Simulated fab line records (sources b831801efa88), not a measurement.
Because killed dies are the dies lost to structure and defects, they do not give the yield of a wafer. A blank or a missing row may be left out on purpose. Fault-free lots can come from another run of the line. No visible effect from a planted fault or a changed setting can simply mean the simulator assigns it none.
Struck lot and sound lot, side by side    flow sky130    12 out of 708 route steps
Sound: wafers L685.1, L685.5, L685.6. Wafers L696.1, L696.2, L696.4 were the ones struck. At the end, the cause is stated.
Each step with rows lists, per side, the tool, then ch with its chambers, then its first start. Under that, the readings that differ: sound wafers    struck wafers    difference of the means    sigmas: that difference in standard deviations of wafers without a fault.
alike: readings with means less than 2 such deviations apart, plus words and numbers identical on both sides. not compared: withheld readings, readings lacking a value on some wafer, bounds such as >300 that could conceal the same value, and numbers that have no deviation in the record and whose values overlap.
Wherever a step has rows on one side only, a row that says differs or no value, or a row with sigmas, the two part there. Non-overlapping numbers with no deviation appear without sigmas and do not part them. Lack of a reading on every wafer of one side parts them only where that side has two or more wafers.

SKY_FIELD_ISO_BOW_MEAS_00:
  sound on film_metro-03, day 1 15:00; struck on film_metro-02, day 3 22:00
  alike: INCOMING_BOW
then, 1 step without rows for these wafers: SKY_FIELD_ISO_OXIDATION_01 (stabilise 600 s, purge 300 s, target thk 12 nm).
SKY_FIELD_ISO_THK_MEAS_02:
  sound on film_metro-03, day 1 16:58; struck on film_metro-02, day 4 03:38
  alike: FIELD_ISO_OXIDATION_00_THK
then, 1 step without rows for these wafers: SKY_FIELD_ISO_CVD_03 (deposits Si3N4 from DCS/NH3, target thk 165 nm, time 2830 s).
SKY_FIELD_ISO_THK_MEAS_04:
  sound on film_metro-02, day 1 18:48; struck on film_metro-03, day 4 05:29
reading                    sound              struck             difference  sigmas
FIELD_ISO_CVD_03_THK (nm)  162.4 163.7 162.0  166.9 166.8 166.8  +4.1        +3
then, 5 steps without rows for these wafers: SKY_FIELD_ISO_DEHYDRATE_05 (time 60 s); SKY_FIELD_ISO_HMDS_06 (prime time 60 s); SKY_FIELD_ISO_COAT_07 (resist thk 60 nm); SKY_FIELD_ISO_COAT_08 (resist thk 450 nm); SKY_FIELD_ISO_SOFTBAKE_09 (time 90 s).
SKY_FIELD_ISO_EXPOSE_10: exposes mask FOM, target cd 150 nm.
  struck on krf_scanner-02, day 4 13:39; sound on krf_scanner-01 ch 0, day 2 02:18
  no value came back on the struck wafers for exposure_dose_mJ_cm2, focus_offset_nm (nm); on the sound wafers exposure_dose_mJ_cm2 reads 28.027 28.038 28.012
  alike: mask
following that, these wafers have no rows for 1 step: SKY_FIELD_ISO_PEB_11.

WHERE THEY PART
Earliest at SKY_FIELD_ISO_THK_MEAS_04; latest, in this record, at SKY_FIELD_ISO_EXPOSE_10.

WHY: whatever the simulator had introduced
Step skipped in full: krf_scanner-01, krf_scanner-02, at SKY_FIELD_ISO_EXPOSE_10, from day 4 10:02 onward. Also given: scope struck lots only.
